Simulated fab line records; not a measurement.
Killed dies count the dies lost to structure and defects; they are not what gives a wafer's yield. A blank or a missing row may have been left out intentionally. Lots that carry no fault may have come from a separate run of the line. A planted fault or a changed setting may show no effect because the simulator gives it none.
fab line records	flow gf180mcu
[record] lots = 14	wafers = 42	last_day = 34
route steps=602 shown NWELL@49 LVPWELL@63 VT_IMPLANT@133
lots that met no fault: from a run of the same line without faults
start_h: start of the lot's first displayed wafer, in hours after the record's first day	wait_h: hours elapsed since this lot's preceding step	" identical to the entry in the row above	L1.1+2: one row covering several wafers at once	- value missing, or start not given	* or withheld: withheld	< > ~ a bound
route shown NAME@n: names a module that has steps shown in the file, with the first one's number in the route	usual: mean and standard deviation over wafers with no fault	same: alike in all rows	chamber/n: place in a boat	sites: the reading at each site	_std_site: their standard deviation	_edge_site: mean of outer sites minus mean of inner sites	radius_mm: how far each site lies from the wafer's centre	mask NAME#n: copy n	behind: the most recent tool/chamber to have shaped the wafer	hold: cause of the lot's hold/its duration in hours/its outcome	device: whichever transistor did not switch (one of n, p or np)	end of line: the route-end tests of the same wafers	a step with no rows: only its recipe	killed: count of dies lost to structure and defects at first sort (not the wafer's yield)	map: shows each die of a wafer: x if killed, . if not, _ if none is there
set.NAME: the setting that was run; set.NAME@STEP: the one run at that earlier step	model.NAME: the simulator's own value behind a step, which no gauge read
the route's steps for a sample of lots (tables are steps, rows are wafers)
services: a tool's chamber out of use, with start hour (start_h, from the record's first day; less than 0 if before it), hours out, and reason
[[steps]]
[step GF_NWELL_OVL_MEAS_07]
[usual] NWELL_OVL = -0.4/1.4
lot.wafer	tool	chamber	start_h	wait_h	NWELL_OVL[nm]
L284.1	overlay-02	-	56.12	-	-0.6
L284.4	"	-	"	"	-0.9
L284.5	"	-	"	"	-0.5
L285.3	overlay-01	-	60.57	-	2.7
L285.5	"	-	"	"	0.4
L285.6	"	-	"	"	0.6
L286.2	overlay-02	-	66.12	-	0.1
L286.4	"	-	"	"	1.4
L286.5	"	-	"	"	0.3
L292.1	overlay-02	-	97.81	-	-0.2
L292.4	"	-	"	"	-0.5
L292.5	"	-	"	"	-3.5
L293.1	overlay-02	-	103.83	-	-1.8
L293.2	"	-	"	"	0.5
L293.4	"	-	"	"	-0.8
L294.1	overlay-02	-	108.67	-	-0.8
L294.4	"	-	"	"	-0.8
L294.6	"	-	"	"	1.5
L295.2	overlay-01	-	113.82	-	-1.5
L295.3	"	-	"	"	-1.0
L295.4	"	-	"	"	0.3
L297.1	overlay-02	-	125.21	-	-4.4
L297.2	"	-	"	"	-3.1
L297.3	"	-	"	"	-2.4
L299.3	overlay-02	-	139.94	-	-0.8
L299.5	"	-	"	"	1.1
L299.6	"	-	"	"	1.1
L300.2	overlay-02	-	144.88	-	1.3
L300.4	"	-	"	"	-1.4
L300.5	"	-	"	"	-2.3
L302.2	overlay-01	-	153.46	-	1.7
L302.4	"	-	"	"	2.1
L302.5	"	-	"	"	0.7
L304.1	overlay-02	-	164.73	-	-1.3
L304.4	"	-	"	"	-1.7
L304.5	"	-	"	"	-1.5
L305.1	overlay-01	-	169.31	-	0.2
L305.3	"	-	"	"	0.4
L305.6	"	-	"	"	0.4
L306.1	overlay-01	-	174.47	-	-1.2
L306.5	"	-	"	"	-2.3
L306.6	"	-	"	"	-0.1
[step GF_NWELL_TW_MEAS_11]
[usual] NWELL_TW = 1573/21
lot.wafer	tool	chamber	start_h	wait_h	NWELL_TW
L284.1	film_metro-01	-	56.56	0.1	1546
L284.4	"	-	"	"	1556
L284.5	"	-	"	"	1544
L285.3	film_metro-01	-	61.02	0.1	1552
L285.5	"	-	"	"	1554
L285.6	"	-	"	"	1556
L286.2	film_metro-01	-	66.56	0.1	1554
L286.4	"	-	"	"	1551
L286.5	"	-	"	"	1553
L292.1	film_metro-04	-	98.25	0.1	1588
L292.4	"	-	"	"	1596
L292.5	"	-	"	"	1586
L293.1	film_metro-04	-	104.26	0.1	1597
L293.2	"	-	"	"	1594
L293.4	"	-	"	"	1595
L294.1	film_metro-04	-	109.11	0.1	1594
L294.4	"	-	"	"	1606
L294.6	"	-	"	"	1605
L295.2	film_metro-04	-	114.26	0.1	1580
L295.3	"	-	"	"	1581
L295.4	"	-	"	"	1603
L297.1	film_metro-02	-	125.64	0.1	1554
L297.2	"	-	"	"	1552
L297.3	"	-	"	"	1547
L299.3	film_metro-04	-	140.38	0.1	1596
L299.5	"	-	"	"	1593
L299.6	"	-	"	"	1602
L300.2	film_metro-04	-	145.32	0.1	1581
L300.4	"	-	"	"	1591
L300.5	"	-	"	"	1583
L302.2	film_metro-01	-	153.90	0.1	1560
L302.4	"	-	"	"	1552
L302.5	"	-	"	"	1553
L304.1	film_metro-04	-	165.16	0.1	1589
L304.4	"	-	"	"	1591
L304.5	"	-	"	"	1583
L305.1	film_metro-04	-	169.74	0.1	1586
L305.3	"	-	"	"	1587
L305.6	"	-	"	"	1588
L306.1	film_metro-01	-	174.99	0.1	1550
L306.5	"	-	"	"	1550
L306.6	"	-	"	"	1547
[step GF_LVPWELL_IMPLANT_09]
[recipe] species = B	energy_kev = 60	dose_cm2 = 5e+12	tilt_deg = 0
[usual] tilt_deg = 0.003/0.019
lot.wafer	tool	chamber	start_h	wait_h	tilt_deg
L284.1	implanter-02	0	69.56	0.1	0.011
L284.4	"	0	"	"	0.014
L284.5	"	0	"	"	-0.003
L285.3	implanter-01	0	73.74	0.1	0.007
L285.5	"	0	"	"	-0.002
L285.6	"	0	"	"	0.004
L286.2	implanter-02	0	78.97	0.1	-0.006
L286.4	"	0	"	"	-0.012
L286.5	"	0	"	"	-0.020
L292.1	implanter-01	0	112.04	0.1	0.026
L292.4	"	0	"	"	-0.001
L292.5	"	0	"	"	0.018
L293.1	implanter-01	0	118.89	0.1	0.018
L293.2	"	0	"	"	-0.024
L293.4	"	0	"	"	0.010
L294.1	implanter-03	0	123.74	0.1	8.499
L294.4	"	0	"	"	8.528
L294.6	"	0	"	"	8.535
L295.2	implanter-03	0	129.81	0.1	8.540
L295.3	"	0	"	"	8.541
L295.4	"	0	"	"	8.554
L297.1	implanter-01	0	140.56	0.1	-0.031
L297.2	"	0	"	"	-0.014
L297.3	"	0	"	"	-0.001
L299.3	implanter-01	0	156.29	0.1	-0.022
L299.5	"	0	"	"	-0.015
L299.6	"	0	"	"	-0.031
L300.2	implanter-01	0	161.81	0.1	0.003
L300.4	"	0	"	"	0.021
L300.5	"	0	"	"	0.026
L302.2	implanter-02	0	170.47	0.1	-0.041
L302.4	"	0	"	"	-0.024
L302.5	"	0	"	"	-0.060
L304.1	implanter-02	0	182.04	0.1	0.008
L304.4	"	0	"	"	-0.026
L304.5	"	0	"	"	-0.014
L305.1	implanter-01	0	186.44	0.1	-0.032
L305.3	"	0	"	"	-0.005
L305.6	"	0	"	"	-0.028
L306.1	implanter-02	0	191.89	0.1	-0.005
L306.5	"	0	"	"	0.009
L306.6	"	0	"	"	0.016
[step GF_VT_IMPLANT_TW_MEAS_43]
[usual] VT_IMPLANT_4_TW = 693/6.4
lot.wafer	tool	chamber	start_h	wait_h	VT_IMPLANT_4_TW
L284.1	film_metro-03	-	157.29	0.1	698
L284.4	"	-	"	"	697
L284.5	"	-	"	"	697
L285.3	film_metro-03	-	162.53	0.1	699
L285.5	"	-	"	"	703
L285.6	"	-	"	"	697
L286.2	film_metro-01	-	168.00	0.1	682
L286.4	"	-	"	"	679
L286.5	"	-	"	"	680
L292.1	film_metro-03	-	209.24	0.1	696
L292.4	"	-	"	"	696
L292.5	"	-	"	"	689
L293.1	film_metro-03	-	217.71	0.1	699
L293.2	"	-	"	"	699
L293.4	"	-	"	"	700
L294.1	film_metro-01	-	223.39	0.1	681
L294.4	"	-	"	"	682
L294.6	"	-	"	"	682
L295.2	film_metro-01	-	231.27	0.1	685
L295.3	"	-	"	"	682
L295.4	"	-	"	"	684
L297.1	film_metro-04	-	243.64	0.1	696
L297.2	"	-	"	"	696
L297.3	"	-	"	"	697
L299.3	film_metro-03	-	262.68	0.1	693
L299.5	"	-	"	"	694
L299.6	"	-	"	"	694
L300.2	film_metro-04	-	269.07	0.1	694
L300.4	"	-	"	"	696
L300.5	"	-	"	"	692
L302.2	film_metro-01	-	278.40	0.1	682
L302.4	"	-	"	"	682
L302.5	"	-	"	"	682
L304.1	film_metro-03	-	293.01	0.1	693
L304.4	"	-	"	"	697
L304.5	"	-	"	"	696
L305.1	film_metro-04	-	299.01	0.1	697
L305.3	"	-	"	"	700
L305.6	"	-	"	"	701
L306.1	film_metro-04	-	303.46	0.1	696
L306.5	"	-	"	"	694
L306.6	"	-	"	"	695
[step GF_VT_IMPLANT_RS_MEAS_48]
[recipe] thk_meas_gauge = four-point-probe
[usual] LVPWELL_RS = 1196/3
lot.wafer	tool	chamber	start_h	wait_h	LVPWELL_RS[ohm/sq]
L284.1	film_metro-01	-	157.75	0.1	1195
L284.4	"	-	"	"	1193
L284.5	"	-	"	"	1194
L285.3	film_metro-02	-	163.00	0.1	1194
L285.5	"	-	"	"	1194
L285.6	"	-	"	"	1197
L286.2	film_metro-04	-	168.46	0.1	1192
L286.4	"	-	"	"	1194
L286.5	"	-	"	"	1191
L292.1	film_metro-04	-	209.69	0.1	1190
L292.4	"	-	"	"	1192
L292.5	"	-	"	"	1193
L293.1	film_metro-01	-	218.16	0.1	1194
L293.2	"	-	"	"	1195
L293.4	"	-	"	"	1194
L294.1	film_metro-04	-	223.89	0.1	-
L294.4	"	-	"	"	-
L294.6	"	-	"	"	-
L295.2	film_metro-04	-	231.73	0.1	-
L295.3	"	-	"	"	-
L295.4	"	-	"	"	-
L297.1	film_metro-04	-	244.09	0.1	1197
L297.2	"	-	"	"	1198
L297.3	"	-	"	"	1198
L299.3	film_metro-01	-	263.15	0.1	1201
L299.5	"	-	"	"	1200
L299.6	"	-	"	"	1202
L300.2	film_metro-04	-	269.53	0.1	1198
L300.4	"	-	"	"	1197
L300.5	"	-	"	"	1196
L302.2	film_metro-04	-	278.86	0.1	1193
L302.4	"	-	"	"	1193
L302.5	"	-	"	"	1192
L304.1	film_metro-01	-	293.47	0.1	1201
L304.4	"	-	"	"	1194
L304.5	"	-	"	"	1195
L305.1	film_metro-01	-	299.46	0.1	1199
L305.3	"	-	"	"	1199
L305.6	"	-	"	"	1197
L306.1	film_metro-01	-	303.91	0.1	1198
L306.5	"	-	"	"	1194
L306.6	"	-	"	"	1194
[[services]]
tool	chamber	start_h	hours	kind
implanter-03	-	64.14	2.3	repair
implanter-02	-	110.91	3.2	repair
implanter-01	-	146.13	4.5	repair
implanter-01	-	150.61	3.8	pm
implanter-03	-	151.93	2.2	repair
implanter-01	-	161.96	4.8	repair
[[key]]
[first_sign] step = GF_LVPWELL_IMPLANT_09	reading = tilt_deg	direction = up	sigmas = 99+	usual = 0.003	struck = 8.533
[effect] step = GF_VT_IMPLANT_RS_MEAS_48	reading = LVPWELL_RS	direction = missing
met_at GF_LVPWELL_IMPLANT_09
struck_lots L294,L295
tester_left_out L294,L295
not_acting_at GF_NWELL_OVL_MEAS_07,GF_NWELL_TW_MEAS_11,GF_VT_IMPLANT_TW_MEAS_43
[fault] kind = process_parameter_drift	tool = implanter-03	chamber = -	onset_h = 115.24	steps = GF_LVPWELL_IMPLANT_09	channel = tilt_deg	offset = 8.533	shape = step	end_h = 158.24	acts_in = these_recipes_only	stated = 0
// tester_left_out: of these lots the tester's yield and bins aren't shown, on N5 and GAA mostly nor the transistor test; their killed dies are dies lost to structure and defects alone, not to doping, threshold or leakage, so they don't give the yield
